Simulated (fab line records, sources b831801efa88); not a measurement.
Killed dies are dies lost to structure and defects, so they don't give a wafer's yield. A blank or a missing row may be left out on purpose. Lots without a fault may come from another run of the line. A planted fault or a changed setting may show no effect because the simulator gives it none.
One fault seen from 2 desks | flow gf180mcu | each desk has only its own numbers; what lay behind them comes last

THE TOOL OWNER'S DESK: hdpcvd-01
The tool's own readings at GF_V1_CVD_00 (deposits SiO2, target thk 600 nm, time 100 s): means of the sampled wafers that have a number, for each lot that ran on this tool. A lot is out of limits, marked OUT, if its mean lies more than 4 standard deviations from the usual mean; the brackets give that distance.
Columns: A = sih4_flow_sccm at GF_V1_CVD_00, usual 60.03 sccm
lot  | first seen here | A
L487 | day 19 04:05    | 59.86
L488 | day 19 11:59    | 59.92
L491 | day 20 20:41    | 59.87
L492 | day 20 23:31    | 60.07
L494 | day 21 15:02    | 59.93
L495 | day 22 02:01    | 60.15
L496 | day 22 20:31    | 30.16 (-99 or more) OUT
L497 | day 23 01:16    | 30.11 (-99 or more) OUT
L499 | day 23 09:09    | 30.01 (-99 or more) OUT
This desk's finding: out of limits on L496, L497, L499; first on L496, day 22 20:31 (sih4_flow_sccm at GF_V1_CVD_00). In limits: L487, L488, L491, L492, L494, L495.

THE METROLOGY DESK
What the gauges read, lot by lot, whatever tool the lot ran on: means of the sampled wafers that have a number. A lot is out of limits, marked OUT, if its mean lies more than 4 standard deviations from the usual mean; the brackets give that distance.
Columns: A = M1_ALCU_RS at GF_M1_RS_MEAS_05, usual 0.0695 ohm/sq; B = V1_CVD_00_THK at GF_V1_THK_MEAS_01, usual 601 nm; C = V1_BOW at GF_V1_BOW_MEAS_05, usual 82 um
lot  | first seen here | A      | B             | C
L483 | day 16 12:57    | 0.0703 | 598           | 71
L484 | day 16 22:14    | 0.0695 | 606           | 89
L487 | day 18 02:34    | 0.0687 | 600           | 86
L488 | day 18 11:08    | 0.0695 | 603           | 88
L491 | day 19 19:56    | 0.0697 | 606           | 78
L492 | day 19 22:34    | 0.0691 | 610           | 77
L494 | day 20 14:14    | 0.0684 | 607           | 77
L495 | day 21 01:32    | 0.0696 | 596           | 83
L496 | day 21 21:04    | 0.0691 | 304 (-40) OUT | 58
L497 | day 22 01:04    | 0.0696 | 301 (-41) OUT | 79
L498 | day 22 03:51    | 0.0697 | 603           | 89
L499 | day 22 09:18    | 0.0703 | 304 (-40) OUT | 64
This desk's finding: out of limits on L496, L497, L499; first on L496, day 22 20:36 (V1_CVD_00_THK at GF_V1_THK_MEAS_01). In limits: L483, L484, L487, L488, L491, L492, L494, L495, L498.

PUT TOGETHER
The tool owner's desk could have raised an alarm at day 22 20:31, on L496, L497, L499.
The metrology desk could have raised an alarm at day 22 20:36, on L496, L497, L499.
Of the lots named, all ran GF_V1_CVD_00 on hdpcvd-01.

WHAT THE SIMULATOR HAD PUT IN
Process parameter drift: hdpcvd-01, from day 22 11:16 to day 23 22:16, at GF_V1_CVD_00. Setting sih4_flow_sccm, moved by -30, from 60. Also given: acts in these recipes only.
Lots struck among those shown: L496, L497, L499.
Hours from the fault's start to each desk's first reading out of limits: the tool owner's desk, 9; the metrology desk, 9.
